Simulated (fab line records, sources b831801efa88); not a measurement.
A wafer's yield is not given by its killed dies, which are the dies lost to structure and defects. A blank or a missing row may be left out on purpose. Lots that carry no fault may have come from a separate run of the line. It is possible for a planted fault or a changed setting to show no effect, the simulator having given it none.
fab line records -- flow sky130
[record] lots = 6, wafers = 18, lastDay = 50
route steps=708 shown SD_N@344 SD_P@359 RES_XHIGH@360 PAD_OPEN@708
lots with no fault: from the same line, run without faults
startH: the number of hours between the record's first day and the start of the first shown wafer of the lot -- waitH: how many hours have passed since the lot's step before this one -- " unchanged from the row above -- L1.1+2: several wafers, shown together as one row -- - value missing, or start not given -- * or withheld: withheld -- < > ~ a bound
route shown NAME@n: a module of which the file shows steps, and the number in the route of the first -- usual: mean/standard deviation taken from wafers without a fault -- same: alike in all rows -- chamber/n: place in a boat -- sites: each site's reading -- _std_site: standard deviation of those values -- _edge_site: mean of outer sites minus mean of inner sites -- radiusMm: for every site, how far away it sits from the centre of the wafer -- mask NAME#n: copy n -- behind: the tool/chamber that last shaped the wafer -- hold: what put the lot on hold/how long, in hours/how the hold closed -- device: the n, p or np transistor that did not switch -- end of line: the route-end tests of the same wafers -- where a step has no rows: the recipe by itself -- killed: dies lost to structure and defects at the first sort, not the wafer's yield -- map: a wafer's dies, x killed, . not, _ none there
set.NAME: the run value of the setting; set.NAME@STEP: its run value at that earlier step -- model.NAME: the simulator's own value behind a step, which no gauge read
lots seen at some steps along the route; tables by step, rows by wafer
services: a tool's chamber out of use, with start hour (startH, from the record's first day; less than 0 if before it), hours out, and reason
[[steps]]
[step SKY_SD_N_COAT_02]
[recipe] resist = NOVOLAK, spinRpm = 3000, resistThkNm = 1140
[step SKY_SD_N_SOFTBAKE_03]
[recipe] tempC = 90, timeS = 60, resist = NOVOLAK
[step SKY_SD_N_EXPOSE_04]
[recipe] maskId = NSDM, na = 0.6, sourceShape = conventional, sigmaOuter = 0.6, polarization = unpolarized, targetCdNm = 380, doseMj = 141
[step SKY_SD_N_PEB_05]
[recipe] tempC = withheld, timeS = *, resist = NOVOLAK
[step SKY_SD_N_DEVELOP_06]
[recipe] resist = NOVOLAK, developer = TMAH, developTimeS = 60, devTempC = 23
[step SKY_SD_N_CD_MEAS_07]
[recipe] targetCdNm = 380
[usual] cdNm = 380.2/2.1
lot.wafer,tool,chamber,startH,waitH,cdNm
L543.2,cdSem-01,-,656.81,0.1,381.5
L543.3,cdSem-01,-,656.81,0.1,380.4
L543.5,cdSem-01,-,656.81,0.1,379.9
L546.3,cdSem-02,-,680.42,0.1,379.0
L546.4,cdSem-02,-,680.42,0.1,377.7
L546.5,cdSem-02,-,680.42,0.1,378.4
L552.2,cdSem-02,-,731.15,0.1,378.7
L552.4,cdSem-02,-,731.15,0.1,380.4
L552.6,cdSem-02,-,731.15,0.1,380.4
L554.1,cdSem-02,-,746.74,0.1,383.8
L554.3,cdSem-02,-,746.74,0.1,381.4
L554.6,cdSem-02,-,746.74,0.1,383.0
L562.2,cdSem-02,-,806.80,0.1,381.5
L562.4,cdSem-02,-,806.80,0.1,381.7
L562.6,cdSem-02,-,806.80,0.1,379.4
L565.1,cdSem-02,-,840.25,0.1,379.3
L565.2,cdSem-02,-,840.25,0.1,382.2
L565.6,cdSem-02,-,840.25,0.1,381.8
[step SKY_SD_N_OVL_MEAS_08]
[usual] SD_N_OVL = 0.9/1.1
lot.wafer,tool,chamber,startH,waitH,SD_N_OVL[nm]
L543.2,overlay-02,-,656.92,0.1,0.5
L543.3,overlay-02,-,656.92,0.1,0.1
L543.5,overlay-02,-,656.92,0.1,-0.1
L546.3,overlay-02,-,680.51,0.1,-1.7
L546.4,overlay-02,-,680.51,0.1,-0.6
L546.5,overlay-02,-,680.51,0.1,-1.6
L552.2,overlay-01,-,731.26,0.1,2.3
L552.4,overlay-01,-,731.26,0.1,0.8
L552.6,overlay-01,-,731.26,0.1,0.2
L554.1,overlay-01,-,746.86,0.1,1.4
L554.3,overlay-01,-,746.86,0.1,2.4
L554.6,overlay-01,-,746.86,0.1,2.4
L562.2,overlay-02,-,806.91,0.1,-0.5
L562.4,overlay-02,-,806.91,0.1,-0.8
L562.6,overlay-02,-,806.91,0.1,0.8
L565.1,overlay-01,-,840.37,0.1,1.8
L565.2,overlay-01,-,840.37,0.1,0.5
L565.6,overlay-01,-,840.37,0.1,0.1
[step SKY_SD_N_IMPLANT_09]
[recipe] species = As, energyKev = 50, doseCm2 = 4e+15, tiltDeg = 0
[step SKY_SD_N_IMPLANT_10]
[recipe] species = P, energyKev = 20, doseCm2 = 1e+14, tiltDeg = 0
[step SKY_SD_N_STRIP_11]
[recipe] chemistry = O2/N2, powerW = 1400, pressureMtorr = 1500, platenTempC = withheld, o2FlowSccm = 3000, n2FlowSccm = 300, overashFraction = 0.5
[usual] drypumpMotorCurrentA = 6.13/0.19, oesProductAu = 0.528/0.0046, stripTimeToEndpointS = 22.56/0.043
lot.wafer,tool,chamber,startH,waitH,drypumpMotorCurrentA,oesProductAu,rfHoursCounterH,stripTimeToEndpointS
L543.2,plasmaAsher-02,0,657.25,0.1,6.08,0.524,86,22.53
L543.3,plasmaAsher-02,0,657.25,0.1,6.07,0.523,-,22.60
L543.5,plasmaAsher-02,0,657.25,0.1,6.07,0.524,-,22.57
L546.3,plasmaAsher-03,1,680.87,0.1,6.18,0.525,-,22.53
L546.4,plasmaAsher-03,0,680.87,0.1,5.72,0.534,-,22.51
L546.5,plasmaAsher-03,1,680.87,0.1,6.19,0.522,-,22.52
L552.2,plasmaAsher-04,1,731.59,0.1,6.09,0.534,31,22.63
L552.4,plasmaAsher-04,1,731.59,0.1,6.09,0.533,-,22.62
L552.6,plasmaAsher-04,1,731.59,0.1,6.10,0.530,-,22.63
L554.1,plasmaAsher-03,0,747.20,0.1,5.69,0.526,60,22.55
L554.3,plasmaAsher-03,0,747.20,0.1,5.71,0.526,-,22.57
L554.6,plasmaAsher-03,0,747.20,0.1,5.70,0.530,-,22.53
L562.2,plasmaAsher-02,1,807.24,0.1,6.34,0.523,102,22.47
L562.4,plasmaAsher-02,0,807.24,0.1,6.05,0.521,-,22.50
L562.6,plasmaAsher-02,1,807.24,0.1,6.34,0.526,-,22.47
L565.1,plasmaAsher-02,0,840.71,0.1,6.06,0.525,106,22.58
L565.2,plasmaAsher-02,1,840.71,0.1,6.36,0.537,106,22.56
L565.6,plasmaAsher-02,0,840.71,0.1,6.07,0.531,-,22.49
[step SKY_SD_N_TW_MEAS_12]
[usual] SD_N_TW = 3966/25
lot.wafer,tool,chamber,startH,waitH,SD_N_TW
L543.2,filmMetro-02,-,657.36,0.1,3953
L543.3,filmMetro-02,-,657.36,0.1,3977
L543.5,filmMetro-02,-,657.36,0.1,3960
L546.3,filmMetro-01,-,680.95,0.1,3992
L546.4,filmMetro-01,-,680.95,0.1,3994
L546.5,filmMetro-01,-,680.95,0.1,4005
L552.2,filmMetro-03,-,731.70,0.1,4009
L552.4,filmMetro-03,-,731.70,0.1,3999
L552.6,filmMetro-03,-,731.70,0.1,4008
L554.1,filmMetro-01,-,747.30,0.1,3974
L554.3,filmMetro-01,-,747.30,0.1,3978
L554.6,filmMetro-01,-,747.30,0.1,3980
L562.2,filmMetro-02,-,807.35,0.1,3936
L562.4,filmMetro-02,-,807.35,0.1,3941
L562.6,filmMetro-02,-,807.35,0.1,3945
L565.1,filmMetro-02,-,840.81,0.1,3970
L565.2,filmMetro-02,-,840.81,0.1,3950
L565.6,filmMetro-02,-,840.81,0.1,3973
[step SKY_SD_N_CLEAN_13]
[recipe] chemistry = SC1/SC2, mix = 1:4:20, tempC = 70, timeS = 150, dry = n2Spin
[step SKY_SD_N_RTA_14]
[recipe] tempC = 1075, timeS = 2, idleTempC = 650, rampUpCPerS = 150, rampDownCPerS = 90, ambient = N2
[usual] lampPowerPct = 15.74/0.053, rampUpCPerS = 150.00/0.026, wafer_temp_C_max = 1078.0/1.3
lot.wafer,tool,chamber,startH,waitH,lampPowerPct,rampUpCPerS,wafer_temp_C_max
L543.2,rtpAnneal-02,0,657.47,0.0,15.68,150.00,1076.8
L543.3,rtpAnneal-02,0,657.47,0.0,15.77,150.00,1076.4
L543.5,rtpAnneal-02,0,657.47,0.0,15.76,150.02,1077.8
L546.3,rtpAnneal-01,0,681.06,0.0,15.73,150.01,1077.3
L546.4,rtpAnneal-01,0,681.06,0.0,15.67,150.02,1076.5
L546.5,rtpAnneal-01,0,681.06,0.0,15.63,150.02,1080.9
L552.2,rtpAnneal-01,0,731.80,0.0,15.01,150.03,1052.2
L552.4,rtpAnneal-01,0,731.80,0.0,15.05,150.02,1054.7
L552.6,rtpAnneal-01,0,731.80,0.0,14.91,149.98,1050.0
L554.1,rtpAnneal-01,0,747.41,0.0,15.06,149.93,1053.0
L554.3,rtpAnneal-01,0,747.41,0.0,15.10,150.00,1054.0
L554.6,rtpAnneal-01,0,747.41,0.0,15.06,150.05,1052.0
L562.2,rtpAnneal-01,0,807.50,0.0,15.72,149.99,1078.9
L562.4,rtpAnneal-01,0,807.50,0.0,15.82,149.99,1077.3
L562.6,rtpAnneal-01,0,807.50,0.0,15.76,150.01,1077.8
L565.1,rtpAnneal-02,0,840.92,0.0,15.75,150.02,1078.2
L565.2,rtpAnneal-02,0,840.92,0.0,15.77,149.99,1077.0
L565.6,rtpAnneal-02,0,840.92,0.0,15.75,150.04,1077.9
[step SKY_SD_N_RS_MEAS_16]
[recipe] thkMeasGauge = four-point-probe
[usual] SD_N_RS = 68.47/0.1
lot.wafer,tool,chamber,startH,waitH,SD_N_RS[ohm/sq]
L543.2,filmMetro-01,-,657.65,0.1,68.38
L543.3,filmMetro-01,-,657.65,0.1,68.44
L543.5,filmMetro-01,-,657.65,0.1,68.36
L546.3,filmMetro-02,-,681.26,0.1,68.56
L546.4,filmMetro-02,-,681.26,0.1,68.71
L546.5,filmMetro-02,-,681.26,0.1,68.58
L552.2,filmMetro-02,-,731.99,0.1,72.54
L552.4,filmMetro-02,-,731.99,0.1,72.30
L552.6,filmMetro-02,-,731.99,0.1,72.49
L554.1,filmMetro-03,-,747.58,0.1,72.44
L554.3,filmMetro-03,-,747.58,0.1,72.51
L554.6,filmMetro-03,-,747.58,0.1,72.34
L562.2,filmMetro-03,-,807.69,0.1,68.32
L562.4,filmMetro-03,-,807.69,0.1,68.60
L562.6,filmMetro-03,-,807.69,0.1,68.23
L565.1,filmMetro-01,-,841.10,0.1,68.46
L565.2,filmMetro-01,-,841.10,0.1,68.50
L565.6,filmMetro-01,-,841.10,0.1,68.48
[step SKY_SD_N_RS_MEAS_17]
[recipe] thkMeasGauge = four-point-probe
[usual] SD_P_RS = 147.0/0.33
lot.wafer,tool,chamber,startH,waitH,SD_P_RS[ohm/sq]
L543.2,filmMetro-01,-,657.77,0.1,147.0
L543.3,filmMetro-01,-,657.77,0.1,146.8
L543.5,filmMetro-01,-,657.77,0.1,147.0
L546.3,filmMetro-02,-,681.38,0.1,146.9
L546.4,filmMetro-02,-,681.38,0.1,146.7
L546.5,filmMetro-02,-,681.38,0.1,147.0
L552.2,filmMetro-02,-,732.11,0.1,170.6
L552.4,filmMetro-02,-,732.11,0.1,170.4
L552.6,filmMetro-02,-,732.11,0.1,170.9
L554.1,filmMetro-03,-,747.70,0.1,170.4
L554.3,filmMetro-03,-,747.70,0.1,170.2
L554.6,filmMetro-03,-,747.70,0.1,170.6
L562.2,filmMetro-03,-,807.81,0.1,146.8
L562.4,filmMetro-03,-,807.81,0.1,147.5
L562.6,filmMetro-03,-,807.81,0.1,146.9
L565.1,filmMetro-01,-,841.22,0.1,147.0
L565.2,filmMetro-01,-,841.22,0.1,146.8
L565.6,filmMetro-01,-,841.22,0.1,146.6
[step SKY_SD_N_RS_MEAS_18]
[recipe] thkMeasGauge = four-point-probe
[usual] RES_XHIGH_RS = 332.9/1.2
lot.wafer,tool,chamber,startH,waitH,RES_XHIGH_RS[ohm/sq]
L543.2,filmMetro-01,-,657.89,0.1,331.9
L543.3,filmMetro-01,-,657.89,0.1,332.3
L543.5,filmMetro-01,-,657.89,0.1,333.5
L546.3,filmMetro-02,-,681.50,0.1,333.3
L546.4,filmMetro-02,-,681.50,0.1,332.5
L546.5,filmMetro-02,-,681.50,0.1,333.7
L552.2,filmMetro-02,-,732.23,0.1,334.7
L552.4,filmMetro-02,-,732.23,0.1,335.8
L552.6,filmMetro-02,-,732.23,0.1,334.8
L554.1,filmMetro-03,-,747.82,0.1,334.8
L554.3,filmMetro-03,-,747.82,0.1,334.0
L554.6,filmMetro-03,-,747.82,0.1,332.8
L562.2,filmMetro-03,-,807.93,0.1,333.5
L562.4,filmMetro-03,-,807.93,0.1,332.6
L562.6,filmMetro-03,-,807.93,0.1,333.2
L565.1,filmMetro-01,-,841.34,0.1,334.9
L565.2,filmMetro-01,-,841.34,0.1,334.0
L565.6,filmMetro-01,-,841.34,0.1,332.7
[step SKY_PAD_OPEN_PROBE_99]
lot.wafer,tool,chamber,startH,waitH,model.etest.resXhighPo.lineOhmUm,model.etest.resXhighPo.rsOhmSq,model.etest.pfet_01v8.rOnOhmUm,model.etest.tipP.rsOhmSq,model.etest.resPdiff.lineOhmUm,model.etest.resHighPo.lineOhmUm,model.etest.liconHighPo.rcOhm,model.etest.pfetG5v0d10v5.rOnOhmUm
L543.2,prober-01,-,1082.95,0.1,5945,2106,3068,6982,1333,755.9,368,4738
L543.3,prober-01,-,1083.00,0.2,5833,2065,3087,7002,1390,749.5,360.8,4891
L543.5,prober-01,-,1083.10,0.2,5911,2035,2989,7011,1394,753.6,359.2,4790
L546.3,prober-02,-,1103.69,0.2,5796,2035,2893,6921,1349,738.2,344,4773
L546.4,prober-02,-,1103.74,0.2,5850,2002,2813,6943,1358,755,338.8,4684
L546.5,prober-02,-,1103.79,0.2,6121,2120,2760,6877,1370,776.7,366.1,4598
L552.2,prober-02,-,1137.21,0.1,7701,2684,3243,7288,1504,937.7,501.8,4858
L552.4,prober-02,-,1137.31,0.2,7631,2665,3300,7288,1530,925.4,490.1,4847
L554.1,prober-02,-,1150.95,0.1,7135,2457,3125,7189,1628,905.7,489.7,4890
L554.3,prober-02,-,1151.05,0.2,7564,2560,3091,7191,1606,931.6,499.4,4842
L554.6,prober-02,-,1151.20,0.2,7620,2594,3070,7204,1585,934.7,497.7,4831
L562.2,prober-02,-,1186.76,0.1,5786,1991,2897,6962,1333,745.8,347.8,4668
L562.4,prober-02,-,1186.86,0.2,5786,2012,2960,6948,1380,756.4,355.5,4727
L562.6,prober-02,-,1186.96,0.2,5763,1983,2936,6964,1405,744.6,342.3,4796
L565.1,prober-01,-,1206.46,0.1,5657,2004,3017,7012,1356,712.7,352.6,4773
L565.2,prober-01,-,1206.51,0.1,5728,1995,3001,7069,1376,735,362.2,4788
L565.6,prober-01,-,1206.71,0.2,5797,2025,2920,6967,1404,747.8,356.5,4835
// killed by level:class
L543.2 CONTACT:geometricParticle:open=11 LI_CONTACT:geometricParticle:open=11 VIA1:geometricParticle:short=8 FIELD_ISO:geometricParticle:open=6 VIA3:geometricParticle:open=6 VIA1:geometricParticle:open=6 METAL2:geometricParticle:short=6 FIELD_ISO:geometricParticle:short=5
L543.3 VIA1:geometricParticle:open=10 LI_CONTACT:geometricParticle:open=9 CONTACT:geometricParticle:open=9 VIA1:geometricParticle:short=7 FIELD_ISO:geometricParticle:open=5 VIA2:geometricParticle:open=5 METAL1:geometricParticle:short=4 FIELD_ISO:geometricParticle:short=3
L543.5 VIA1:geometricParticle:open=13 CONTACT:geometricParticle:open=11 VIA3:geometricParticle:open=6 VIA1:geometricParticle:short=5 VIA2:geometricParticle:open=5 POLY_GATE:geometricParticle:open=4 LI_CONTACT:geometricParticle:short=4 LI_CONTACT:geometricParticle:open=4
L546.3 CONTACT:geometricParticle:open=18 VIA1:geometricParticle:open=11 VIA3:geometricParticle:open=7 METAL1:geometricParticle:short=7 VIA1:geometricParticle:short=6 SPACER:geometricParticle:open=4 VIA2:geometricParticle:open=4 FIELD_ISO:geometricParticle:open=3
L546.4 CONTACT:geometricParticle:open=11 FIELD_ISO:geometricParticle:open=8 VIA1:geometricParticle:open=7 VIA2:geometricParticle:open=7 LOCAL_INTERCONNECT:geometricParticle:short=5 CONTACT:geometricParticle:short=5 METAL2:geometricParticle:short=4 VIA2:geometricParticle:short=4
L546.5 CONTACT:geometricParticle:open=11 METAL1:geometricParticle:short=8 LI_CONTACT:geometricParticle:open=5 LI_CONTACT:geometricParticle:short=5 VIA1:geometricParticle:open=5 VIA2:geometricParticle:open=4 FIELD_ISO:geometricParticle:short=3 VIA3:geometricParticle:open=3
L554.1 CONTACT:geometricParticle:open=12 POLY_GATE:geometricParticle:open=9 FIELD_ISO:geometricParticle:open=7 METAL4:geometricParticle:short=7 VIA1:geometricParticle:open=7 FIELD_ISO:geometricParticle:short=6 METAL1:geometricParticle:short=6 METAL2:geometricParticle:short=6
L554.3 CONTACT:geometricParticle:open=10 METAL2:geometricParticle:short=8 LI_CONTACT:geometricParticle:open=8 VIA3:geometricParticle:open=8 VIA1:geometricParticle:short=7 VIA1:geometricParticle:open=7 LOCAL_INTERCONNECT:geometricParticle:short=5 METAL1:geometricParticle:short=4
L554.6 VIA2:geometricParticle:open=10 CONTACT:geometricParticle:open=9 VIA1:geometricParticle:open=6 FIELD_ISO:geometricParticle:open=5 LI_CONTACT:geometricParticle:open=5 METAL1:geometricParticle:short=4 VIA3:geometricParticle:short=4 POLY_GATE:geometricParticle:open=3
L562.2 VIA3:geometricParticle:open=10 CONTACT:geometricParticle:open=8 VIA1:geometricParticle:open=8 LI_CONTACT:geometricParticle:open=7 METAL2:geometricParticle:short=7 METAL1:geometricParticle:short=7 LOCAL_INTERCONNECT:geometricParticle:short=6 VIA2:geometricParticle:open=5
L562.4 VIA1:geometricParticle:open=14 LI_CONTACT:geometricParticle:open=9 CONTACT:geometricParticle:open=9 POLY_GATE:geometricParticle:open=6 VIA2:geometricParticle:open=6 CONTACT:geometricParticle:short=5 LOCAL_INTERCONNECT:geometricParticle:short=5 METAL1:geometricParticle:short=4
L562.6 VIA1:geometricParticle:open=10 FIELD_ISO:geometricParticle:short=8 CONTACT:geometricParticle:open=7 METAL1:geometricParticle:short=6 METAL3:geometricParticle:short=6 POLY_GATE:geometricParticle:short=4 LI_CONTACT:geometricParticle:open=4 VIA1:geometricParticle:short=4
L565.1 VIA3:geometricParticle:open=9 CONTACT:geometricParticle:open=9 METAL1:geometricParticle:short=9 FIELD_ISO:geometricParticle:short=8 VIA1:geometricParticle:open=6 VIA2:geometricParticle:open=6 POLY_GATE:geometricParticle:short=5 POLY_GATE:geometricParticle:open=5
L565.2 CONTACT:geometricParticle:open=13 CONTACT:geometricParticle:short=9 VIA1:geometricParticle:open=8 FIELD_ISO:geometricParticle:short=7 VIA3:geometricParticle:short=6 LI_CONTACT:geometricParticle:open=6 VIA2:geometricParticle:open=6 METAL1:geometricParticle:short=5
L565.6 LI_CONTACT:geometricParticle:open=9 VIA1:geometricParticle:open=9 CONTACT:geometricParticle:open=7 VIA2:geometricParticle:short=6 VIA3:geometricParticle:open=5 METAL1:geometricParticle:short=5 POLY_GATE:geometricParticle:open=4 LOCAL_INTERCONNECT:geometricParticle:short=4
[[services]]
tool,chamber,startH,hours,kind
plasmaAsher-03,-,643.88,1.2,repair
rtpAnneal-02,-,654.47,0.8,repair
plasmaAsher-03,-,674.02,4.0,pm
plasmaAsher-04,-,724.47,0.4,repair
plasmaAsher-04,-,743.99,3.5,repair
plasmaAsher-04,-,801.75,8.8,repair
rtpAnneal-01,-,808.87,1.0,pm
[[key]]
[firstSign] step = SKY_SD_N_RTA_14, reading = wafer_temp_C_max, direction = down, sigmas = 20, usual = *, struck = *
[effect] step = SKY_SD_N_RTA_14, reading = lampPowerPct, direction = down, sigmas = 13, usual = 15.74, struck = 15.03
[effect] step = SKY_SD_N_RS_MEAS_16, reading = SD_N_RS, direction = up, sigmas = 38, usual = 68.47, struck = 72.44
[effect] step = SKY_SD_N_RS_MEAS_17, reading = SD_P_RS, direction = up, sigmas = 71, usual = 147.0, struck = 170.5
[modelEffect] step = SKY_PAD_OPEN_PROBE_99, value = etest.resXhighPo.lineOhmUm, without = 5802, struck = 7530
metAt SKY_SD_N_RTA_14
struckWafers L552.2,L552.4,L552.6,L554.1,L554.3,L554.6
sortLeftOut L552.2,L552.4,L552.6
testerLeftOut L552,L554
onsetBetween 681.06 731.80
[fault] kind = processParameterDrift, tool = rtpAnneal-01, chamber = -, onsetH = 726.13, steps = SKY_SD_N_RTA_14, channel = tempC, offset = *, shape = step, endH = 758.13, actsIn = *, stated = *
// testerLeftOut: of these lots the tester's yield and bins aren't shown, on N5 and GAA mostly nor the transistor test; their killed dies are dies lost to structure and defects alone, not to doping, threshold or leakage, so they don't give the yield
// sortLeftOut: the simulated sort isn't trusted on such a fault, so these wafers' sort isn't shown, and their yield isn't known
